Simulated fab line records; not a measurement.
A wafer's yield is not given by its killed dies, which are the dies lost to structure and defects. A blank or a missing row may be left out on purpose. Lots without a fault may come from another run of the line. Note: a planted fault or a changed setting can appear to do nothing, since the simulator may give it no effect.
fab line records	flow sky130
record lots=13	wafers=39	last-day=50
route steps=708 shown LDD_P@265 CAP2M@607 METAL4@630 PAD_OPEN@708
lots with no fault: from the same line, run without faults
start-h: start of the lot's first displayed wafer, in hours after the record's first day	wait-h: time in hours since the lot's previous step	" as in the row above	L1.1+2: a single row standing in for several wafers	- either no value or no given start	* or withheld: withheld	< > ~ a bound
route shown NAME@n: a module of which the file shows steps, and the number in the route of the first	usual: mean/standard deviation of fault-free wafers	same: alike in all rows	chamber/n: place in a boat	sites: each site's reading	_std_site: standard deviation across them	_edge_site: outer sites' mean less inner sites'	radius-mm: for every site, how far away it sits from the centre of the wafer	mask NAME#n: copy n	behind: the last tool/chamber to shape the wafer	hold: cause of the lot's hold/its duration in hours/its outcome	device: names the non-switching transistor (n, p or np)	end of line: tests run on the same wafers once the route is complete	for a step that has no rows: nothing shown but its recipe	killed: dies lost to structure and defects at the first sort, not the wafer's yield	map: shows each die of a wafer: x if killed, . if not, _ if none is there
set.NAME: the setting the step ran with; set.NAME@STEP: the setting that earlier step ran with	model.NAME: the simulator's own value behind a step, which no gauge read
route steps across a sampled set of lots; one table per step, one row per wafer
services: a tool's chamber out of use, with start hour (start-h, from the record's first day; less than 0 if before it), hours out, and reason
## steps
# step SKY_LDD_P_STRIP_10
# recipe chemistry=O2/N2	power-w=1400	pressure-mtorr=1500	platen-temp-c=withheld	o2-flow-sccm=3000	n2-flow-sccm=300	overash-fraction=0.5
# usual drypump-motor-current-A=5.6/0.47	oes-product-au=0.716/0.0046	strip-time-to-endpoint-s=14.19/0.044
lot.wafer	tool	chamber	start-h	wait-h	drypump-motor-current-A	oes-product-au	rf-hours-counter-h	strip-time-to-endpoint-s
L112.2	plasma-asher-02	0	450.44	0.1	6.3	0.713	2	14.22
L112.4	"	1	"	"	5.4	0.714	-	14.23
L112.5	"	0	"	"	6.3	0.725	-	14.18
L111.2	plasma-asher-04	0	450.68	0.1	5.9	0.715	65	14.15
L111.5	"	1	"	"	5.0	0.714	-	14.13
L111.6	"	0	"	"	5.9	0.726	-	14.16
L114.2	plasma-asher-04	0	471.68	0.1	5.9	0.713	67	14.22
L114.4	"	0	"	"	5.9	0.709	-	14.23
L114.6	"	0	"	"	5.9	0.717	-	14.24
L116.1	plasma-asher-02	1	485.91	0.1	5.4	0.718	5	14.10
L116.2	"	0	"	"	6.3	0.715	5	14.09
L116.5	"	1	"	"	5.4	0.717	-	14.09
L117.1	plasma-asher-02	0	516.96	0.1	6.3	0.716	7	14.23
L117.2	"	1	"	"	5.5	0.717	7	14.19
L117.6	"	1	"	"	5.4	0.715	-	14.22
L119.4	plasma-asher-04	0	529.60	0.1	5.9	0.712	-	14.18
L119.5	"	1	"	"	4.9	0.710	-	14.23
L119.6	"	0	"	"	5.9	0.716	-	14.22
L121.1	plasma-asher-02	1	547.98	0.1	5.4	0.717	10	14.27
L121.2	"	0	"	"	6.3	0.717	10	14.28
L121.6	"	1	"	"	5.4	0.707	-	14.24
L124.1	plasma-asher-02	0	567.81	0.1	6.3	0.717	12	14.19
L124.5	"	0	"	"	6.3	0.719	-	14.20
L124.6	"	1	"	"	5.4	0.713	-	14.20
L127.1	plasma-asher-03	0	595.58	0.1	5.9	0.717	48	14.22
L127.3	"	1	"	"	5.6	0.720	-	14.21
L127.4	"	0	"	"	5.9	0.721	-	14.19
L129.1	plasma-asher-04	1	608.36	0.1	5.0	0.714	80	14.21
L129.3	"	1	"	"	5.0	0.717	-	14.17
L129.5	"	1	"	"	5.0	0.719	-	14.23
L128.3	plasma-asher-04	1	609.07	0.1	5.0	0.713	-	14.15
L128.4	"	0	"	"	5.9	0.719	-	14.17
L128.5	"	0	"	"	5.9	0.719	-	14.09
L130.1	plasma-asher-04	0	609.33	0.1	5.8	0.714	81	14.17
L130.5	"	1	"	"	5.0	0.711	-	14.15
L130.6	"	0	"	"	5.9	0.717	-	14.19
L133.1	plasma-asher-02	0	630.54	0.1	6.3	0.717	18	14.18
L133.3	"	1	"	"	5.5	0.724	-	14.19
L133.5	"	1	"	"	5.5	0.723	-	14.20
# step SKY_CAP2M_THK_MEAS_04
# recipe thk-meas-gauge=xrf	reads=TiN_of_CAP2M_SPUTTER_02
# usual CAP2M_TIN_THK=195.6/2.8
lot.wafer	tool	chamber	start-h	wait-h	CAP2M_TIN_THK[nm]
L112.2	film-metro-01	-	939.19	0.1	193.4
L112.4	"	-	"	"	194.8
L112.5	"	-	"	"	191.9
L111.2	film-metro-02	-	942.35	0.1	199.1
L111.5	"	-	"	"	199.4
L111.6	"	-	"	"	201.7
L114.2	film-metro-01	-	959.88	0.1	195.6
L114.4	"	-	"	"	193.3
L114.6	"	-	"	"	194.3
L116.1	film-metro-02	-	970.41	0.1	196.2
L116.2	"	-	"	"	194.2
L116.5	"	-	"	"	197.8
L117.1	film-metro-01	-	994.42	0.1	192.6
L117.2	"	-	"	"	195.1
L117.6	"	-	"	"	195.5
L119.4	film-metro-01	-	1001.92	0.1	194.0
L119.5	"	-	"	"	191.3
L119.6	"	-	"	"	194.4
L121.1	film-metro-02	-	1018.33	0.1	197.0
L121.2	"	-	"	"	195.9
L121.6	"	-	"	"	197.1
L124.1	film-metro-01	-	1035.86	0.1	194.1
L124.5	"	-	"	"	196.0
L124.6	"	-	"	"	191.8
L127.1	film-metro-03	-	1053.53	0.1	193.0
L127.3	"	-	"	"	189.7
L127.4	"	-	"	"	191.4
L129.1	film-metro-02	-	1062.74	0.1	198.0
L129.3	"	-	"	"	200.2
L129.5	"	-	"	"	195.9
L128.3	film-metro-02	-	1066.21	0.1	195.0
L128.4	"	-	"	"	197.2
L128.5	"	-	"	"	194.8
L130.1	film-metro-01	-	1066.32	0.1	192.9
L130.5	"	-	"	"	194.2
L130.6	"	-	"	"	191.8
L133.1	film-metro-02	-	1080.97	0.1	195.8
L133.3	"	-	"	"	197.3
L133.5	"	-	"	"	197.4
# step SKY_METAL4_OVL_MEAS_14
# usual METAL4_OVL=-2/5.8
lot.wafer	tool	chamber	start-h	wait-h	METAL4_OVL[nm]
L112.2	overlay-01	-	986.65	0.1	8
L112.4	"	-	"	"	-1
L112.5	"	-	"	"	-1
L111.2	overlay-01	-	990.54	0.1	-4
L111.5	"	-	"	"	-5
L111.6	"	-	"	"	-4
L114.2	overlay-02	-	1007.05	0.1	1
L114.4	"	-	"	"	1
L114.6	"	-	"	"	-1
L116.1	overlay-02	-	1016.40	0.1	-2
L116.2	"	-	"	"	-4
L116.5	"	-	"	"	0
L117.1	overlay-02	-	1039.93	0.1	-4
L117.2	"	-	"	"	-5
L117.6	"	-	"	"	-2
L119.4	overlay-02	-	1047.83	0.1	0
L119.5	"	-	"	"	-9
L119.6	"	-	"	"	4
L121.1	overlay-01	-	1062.61	0.1	-7
L121.2	"	-	"	"	-11
L121.6	"	-	"	"	-15
L124.1	overlay-02	-	1079.05	0.1	-8
L124.5	"	-	"	"	-5
L124.6	"	-	"	"	2
L127.1	overlay-02	-	1095.65	0.1	-8
L127.3	"	-	"	"	-14
L127.4	"	-	"	"	-6
L129.1	overlay-01	-	1104.00	0.1	-5
L129.3	"	-	"	"	-3
L129.5	"	-	"	"	-10
L128.3	overlay-01	-	1108.28	0.1	12
L128.4	"	-	"	"	8
L128.5	"	-	"	"	6
L130.1	overlay-02	-	1108.97	0.1	-5
L130.5	"	-	"	"	-6
L130.6	"	-	"	"	-8
L133.1	overlay-01	-	1120.32	0.1	-3
L133.3	"	-	"	"	-12
L133.5	"	-	"	"	-4
# step SKY_METAL4_ETCH_17
# recipe target=SiO2	stop-on=TiN	chemistry=C4F8/O2/Ar	source-w=1500	bias-w=1200	pressure-mtorr=40	c4f8-flow-sccm=withheld	O2_flow_sccm=6	Ar_flow_sccm=300	time-s=3.9	target-depth-a=150
# usual oes-product-au=0.756/0.0069
lot.wafer	tool	chamber	start-h	wait-h	oes-product-au	rf-hours-counter-h
L112.2	rie-diel-04	1	986.81	0.1	0.747	10
L112.4	"	0	"	"	0.757	7
L112.5	"	3	"	"	0.756	-
L111.2	rie-diel-01	3	990.70	0.1	0.752	11
L111.5	"	0	"	"	0.757	-
L111.6	"	3	"	"	0.752	-
L114.2	rie-diel-03	3	1007.22	0.1	0.751	10
L114.4	"	0	"	"	0.751	17
L114.6	"	3	"	"	0.753	-
L116.1	rie-diel-03	2	1016.57	0.1	0.747	19
L116.2	"	3	"	"	0.758	10
L116.5	"	0	"	"	0.760	-
L117.1	rie-diel-03	3	1040.10	0.1	0.762	11
L117.2	"	2	"	"	0.747	20
L117.6	"	3	"	"	0.763	-
L119.4	rie-diel-01	2	1048.11	0.1	0.765	6
L119.5	"	3	"	"	0.755	-
L119.6	"	2	"	"	0.760	-
L121.1	rie-diel-04	0	1062.78	0.1	0.749	10
L121.2	"	3	"	"	0.752	18
L121.6	"	0	"	"	0.754	-
L124.1	rie-diel-04	3	1079.22	0.1	0.757	19
L124.5	"	0	"	"	0.765	-
L124.6	"	1	"	"	0.765	-
L127.1	rie-diel-03	0	1095.95	0.2	0.766	20
L127.3	"	2	"	"	0.756	22
L127.4	"	1	"	"	0.755	18
L129.1	rie-diel-03	3	1104.17	0.1	0.741	13
L129.3	"	2	"	"	0.759	22
L129.5	"	1	"	"	0.759	-
L128.3	rie-diel-03	2	1108.43	0.0	0.752	22
L128.4	"	1	"	"	0.767	18
L128.5	"	2	"	"	0.769	-
L130.1	rie-diel-01	0	1109.13	0.1	0.746	6
L130.5	"	1	"	"	0.756	-
L130.6	"	2	"	"	0.752	-
L133.1	rie-diel-03	3	1120.48	0.1	0.754	14
L133.3	"	1	"	"	0.759	19
L133.5	"	3	"	"	0.762	-
# step SKY_PAD_OPEN_PROBE_99
# usual killed_at_M0_to_M3=44/6.9	killed_at_M4_up=3.3/1.7	killed-at-contacts=24/4.7	killed-at-front-end=15/4.5	killed-at-other=0.2/0.49	killed-dies=86/8.4	killed-on-rim=17/4.2	killed-open=47/6.5	killed-short=39/6
# same gross-dies=492	killed-at-back-side=0
lot.wafer	tool	chamber	start-h	wait-h	killed_at_M0_to_M3	killed_at_M4_up	killed-at-contacts	killed-at-front-end	killed-at-other	killed-dies	killed-on-rim	killed-open	killed-short
L112.2	prober-02	-	1080.72	0.1	47	1	21	15	1	85	17	42	43
L112.4	prober-02	-	1080.82	0.2	47	4	27	20	0	98	20	53	45
L112.5	prober-02	-	1080.87	0.2	45	3	23	20	0	91	15	48	43
L117.1	prober-01	-	1129.34	0.1	37	2	31	15	1	86	15	54	32
L117.2	prober-01	-	1129.39	0.1	37	1	20	25	1	84	17	40	44
L117.6	prober-01	-	1129.59	0.2	41	4	16	16	0	77	10	36	41
L121.1	prober-01	-	1147.46	0.1	45	3	19	33	0	100	23	41	37
L121.2	prober-01	-	1147.51	0.1	43	4	14	18	0	79	11	45	34
L121.6	prober-01	-	1147.71	0.2	45	5	24	32	0	106	27	52	35
L124.1	prober-01	-	1162.35	0.1	50	2	25	8	0	85	10	46	39
L124.5	prober-01	-	1162.55	0.2	35	0	27	13	0	75	19	46	29
L124.6	prober-01	-	1162.60	0.2	45	2	24	34	0	105	33	51	32
# killed by level:class
L112.2 METAL1:geometric-particle:short=8 VIA3:geometric-particle:open=8 LI_CONTACT:geometric-particle:open=6 METAL2:geometric-particle:short=6 VIA1:geometric-particle:open=6 LI_CONTACT:geometric-particle:short=5 VIA2:geometric-particle:open=5 POLY_GATE:geometric-particle:open=4
L112.4 LI_CONTACT:geometric-particle:open=10 FIELD_ISO:geometric-particle:short=9 CONTACT:geometric-particle:open=9 VIA1:geometric-particle:open=9 VIA2:geometric-particle:open=9 VIA3:geometric-particle:short=8 POLY_GATE:geometric-particle:short=5 LOCAL_INTERCONNECT:geometric-particle:short=5
L112.5 VIA2:geometric-particle:open=10 METAL1:geometric-particle:short=9 VIA1:geometric-particle:open=8 POLY_GATE:geometric-particle:short=7 CONTACT:geometric-particle:open=6 FIELD_ISO:geometric-particle:short=4 LI_CONTACT:geometric-particle:open=4 LOCAL_INTERCONNECT:geometric-particle:short=4
L117.1 CONTACT:geometric-particle:open=14 LI_CONTACT:geometric-particle:open=9 VIA1:geometric-particle:open=9 POLY_GATE:geometric-particle:open=6 LI_CONTACT:geometric-particle:short=5 METAL1:geometric-particle:short=5 METAL3:geometric-particle:short=4 METAL2:geometric-particle:short=4
L117.2 VIA1:geometric-particle:open=9 FIELD_ISO:geometric-particle:open=8 FIELD_ISO:geometric-particle:short=8 METAL1:geometric-particle:short=8 METAL2:geometric-particle:short=5 CONTACT:geometric-particle:short=5 VIA2:geometric-particle:open=5 LI_CONTACT:geometric-particle:open=4
L117.6 VIA1:geometric-particle:open=9 CONTACT:geometric-particle:short=5 CONTACT:geometric-particle:open=5 METAL1:geometric-particle:short=5 VIA3:geometric-particle:open=5 METAL2:geometric-particle:short=5 FIELD_ISO:geometric-particle:short=4 POLY_GATE:geometric-particle:open=4
L121.1 LDD_P:unspecified=22 VIA1:geometric-particle:open=11 VIA2:geometric-particle:open=6 METAL2:geometric-particle:short=6 VIA3:geometric-particle:open=6 LI_CONTACT:geometric-particle:open=4 CONTACT:geometric-particle:short=4 CONTACT:geometric-particle:open=4
L121.2 VIA1:geometric-particle:open=12 VIA3:geometric-particle:open=8 FIELD_ISO:geometric-particle:open=5 FIELD_ISO:geometric-particle:short=5 METAL2:geometric-particle:short=5 LI_CONTACT:geometric-particle:open=4 CONTACT:geometric-particle:open=4 POLY_GATE:geometric-particle:open=3
L121.6 LDD_P:unspecified=19 LI_CONTACT:geometric-particle:open=10 VIA2:geometric-particle:open=9 VIA1:geometric-particle:open=8 CONTACT:geometric-particle:open=8 METAL2:geometric-particle:short=6 VIA3:geometric-particle:open=6 METAL1:geometric-particle:short=5
L124.1 VIA1:geometric-particle:open=14 LI_CONTACT:geometric-particle:open=8 VIA1:geometric-particle:short=8 CONTACT:geometric-particle:open=7 METAL1:geometric-particle:short=5 LOCAL_INTERCONNECT:geometric-particle:short=5 VIA3:geometric-particle:open=5 LI_CONTACT:geometric-particle:short=4
L124.5 VIA1:geometric-particle:open=9 LI_CONTACT:geometric-particle:open=8 VIA2:geometric-particle:open=8 CONTACT:geometric-particle:open=7 METAL1:geometric-particle:short=7 CONTACT:geometric-particle:short=5 LI_CONTACT:geometric-particle:short=4 FIELD_ISO:geometric-particle:open=3
L124.6 LDD_P:unspecified=22 VIA1:geometric-particle:open=11 LI_CONTACT:geometric-particle:open=10 VIA2:geometric-particle:open=9 VIA1:geometric-particle:short=6 FIELD_ISO:geometric-particle:open=5 CONTACT:geometric-particle:open=4 VIA3:geometric-particle:open=4
## services
tool	chamber	start-h	hours	kind
rie-diel-04	2	429.45	7.3	repair
rie-diel-01	1	481.52	1.5	repair
plasma-asher-02	-	502.00	13.2	repair
rie-diel-03	3	512.33	4.1	repair
rie-diel-01	3	551.03	62.2	repair
rie-diel-01	0	553.52	1.7	repair
rie-diel-03	-	624.14	14.6	pm
rie-diel-03	1	639.04	6.0	repair
rie-diel-03	2	670.67	12.4	repair
plasma-asher-02	-	704.44	0.4	repair
rie-diel-03	1	704.84	3.2	repair
rie-diel-03	3	751.89	9.5	repair
rie-diel-03	0	796.27	11.3	repair
rie-diel-03	2	805.27	36.2	repair
rie-diel-03	2	891.52	23.6	repair
rie-diel-03	3	948.94	1.9	repair
rie-diel-03	3	961.84	12.6	repair
plasma-asher-02	-	967.12	12.5	repair
plasma-asher-02	-	979.59	2.8	pm
plasma-asher-02	-	1009.30	3.3	repair
rie-diel-03	0	1016.69	7.1	repair
plasma-asher-04	-	1055.25	9.0	pm
plasma-asher-02	-	1102.52	1.6	repair
plasma-asher-04	-	1110.06	2.8	pm
## key
first-sign step=SKY_PAD_OPEN_PROBE_99	reading=killed-at-front-end	direction=up	sigmas=3.9	usual=15	struck=33
effect step=SKY_PAD_OPEN_PROBE_99	reading=killed-dies	direction=up	sigmas=2	usual=86	struck=104
met-at SKY_LDD_P_STRIP_10
struck-lots L121,L124
struck-wafers L121.1,L121.6,L124.6
tester-left-out L121,L124
not-acting-at SKY_CAP2M_THK_MEAS_04,SKY_METAL4_OVL_MEAS_14,SKY_METAL4_ETCH_17
onset-between 516.96 547.98
fault kind=chamber-particle-source	tool=plasma-asher-02	chamber=1	onset-h=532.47	steps=SKY_LDD_P_STRIP_10	rate-per-visit-cm2=1.3828	end-h=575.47
# tester-left-out: of these lots the tester's yield and bins aren't shown, on N5 and GAA mostly nor the transistor test; their killed dies are dies lost to structure and defects alone, not to doping, threshold or leakage, so they don't give the yield
